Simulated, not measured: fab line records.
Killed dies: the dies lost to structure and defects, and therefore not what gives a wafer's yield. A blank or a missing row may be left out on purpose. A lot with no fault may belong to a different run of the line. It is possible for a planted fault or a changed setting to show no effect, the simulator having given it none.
Split-lot experiment	flow sky130	route with 708 steps; 5 lots, 23 wafers read

## ON THE SPLIT
At SKY_FIELD_ISO_COAT_08 (resist thk 450 nm), the setting spin rpm was moved away from the recipe's 3000 rpm on 8 of the 23 wafers read, by -3.4% to +7.4%. All remaining wafers had this setting at the recipe value.

## FROM THE SPLIT ON TO THE READING: in between, the file shows 1 step
- SKY_FIELD_ISO_ETCH_14: etches BARC in N2/H2, stops on SiO2, time 45.9 s, target depth 60 nm (also split here: source w)

## THE READING
KrF-thick_of_FIELD_ISO_COAT_08.thk nm (the simulator's own value, which no gauge read), in nm, at SKY_FIELD_ISO_ETCH_15 (etches the open film in CHF3/O2, stops on Si, target depth 180 nm, time 72 s). No usual value for it is given in the file. Here, 15 wafers ran the recipe; their average is 234.4 nm with a standard deviation of 4.2 nm.

wafer	tool, chamber at the split	spin rpm as run, rpm	against the recipe	KrF-thick_of_FIELD_ISO_COAT_08.thk nm, nm	against lot-mates on the recipe
L078.2	litho track-04, 0	3000	recipe	229.3	-
L078.4	litho track-04, 0	3000	recipe	229.8	-
L078.6	litho track-04, 0	3000	recipe	233.2	-
L079.1	litho track-03, 0	3184	+6.1%	223.5	-8.2
L079.2	litho track-03, 0	3000	recipe	234.6	-
L079.3	litho track-03, 0	3000	recipe	227.5	-
L079.5	litho track-03, 0	3000	recipe	233.1	-
L079.6	litho track-03, 0	3184	+6.1%	219.7	-12.0
L081.1	litho track-04, 0	3000	recipe	229.7	-
L081.2	litho track-04, 0	3000	recipe	238.2	-
L081.3	litho track-04, 0	3000	recipe	240.5	-
L081.5	litho track-04, 0	3000	recipe	239.4	-
L081.6	litho track-04, 0	3000	recipe	230.7	-
L082.1	litho track-01, 0	3221	+7.4%	222.9	-16.1
L082.3	litho track-01, 0	3221	+7.4%	225.7	-13.3
L082.4	litho track-01, 0	3000	recipe	239.2	-
L082.5	litho track-01, 0	3000	recipe	238.8	-
L082.6	litho track-01, 0	3221	+7.4%	223.2	-15.8
L084.1	litho track-01, 0	2899	-3.4%	244	+8.2
L084.2	litho track-01, 0	2899	-3.4%	244	+8.2
L084.3	litho track-01, 0	3000	recipe	237.5	-
L084.5	litho track-01, 0	3000	recipe	234.1	-
L084.6	litho track-01, 0	2899	-3.4%	245.4	+9.6

FIT RESULTS
A straight line over all 23 wafers: KrF-thick_of_FIELD_ISO_COAT_08.thk nm changes by -1.87 nm for each +1% of spin rpm; r = -0.85; the points scatter about the line by 4 nm.
The same after taking each lot's own level away (the mean of its wafers on the recipe; 23 wafers): -2.04 nm for each +1%; r = -0.92; scatter 2.9 nm.
On that fit, the largest move of spin rpm shifts the reading by 15 nm.
The lots' own levels span 230.77 to 239.00 nm, that is 2.0 times the standard deviation above.
The two slopes agree, so the slope changes little with the lot-to-lot level.
Check: with one of the wafers moved furthest among these (+7.4%) left out of the fit, the line predicts -14.2 nm for it against its lot-mates. Against them it came out at -16.1 nm.

## FURTHER SPLITS ON THESE WAFERS
Before the reading, these wafers also passed through other splits. Each is held against what the fit with the lots' levels taken away leaves over:
other split on the same wafers	wafers away from the commonest value	r with KrF-thick_of_FIELD_ISO_COAT_08.thk nm (lot level and that fit taken away)
SKY_FIELD_ISO_ETCH_14 source w	9	-0.24

## THE WHOLE CHAIN: every reading that the file lists as answering this split, in the file's order
step	what it does	reading	change (the file's fit)	r (the file's)
SKY_FIELD_ISO_COAT_08	resist thk 450 nm	KrF-thick_of_FIELD_ISO_COAT_08.thk nm (the simulator's own value, which no gauge read)	-2.11 nm for each +1% of the setting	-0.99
SKY_FIELD_ISO_ETCH_15	etches the open film in CHF3/O2, stops on Si, target depth 180 nm, time 72 s	KrF-thick_of_FIELD_ISO_COAT_08.thk nm (the simulator's own value, which no gauge read)	-1.96 nm for each +1% of the setting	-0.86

## THE FILE'S OWN FIT
KrF-thick_of_FIELD_ISO_COAT_08.thk nm changes by -1.96 nm for each +1% of spin rpm, r = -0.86.
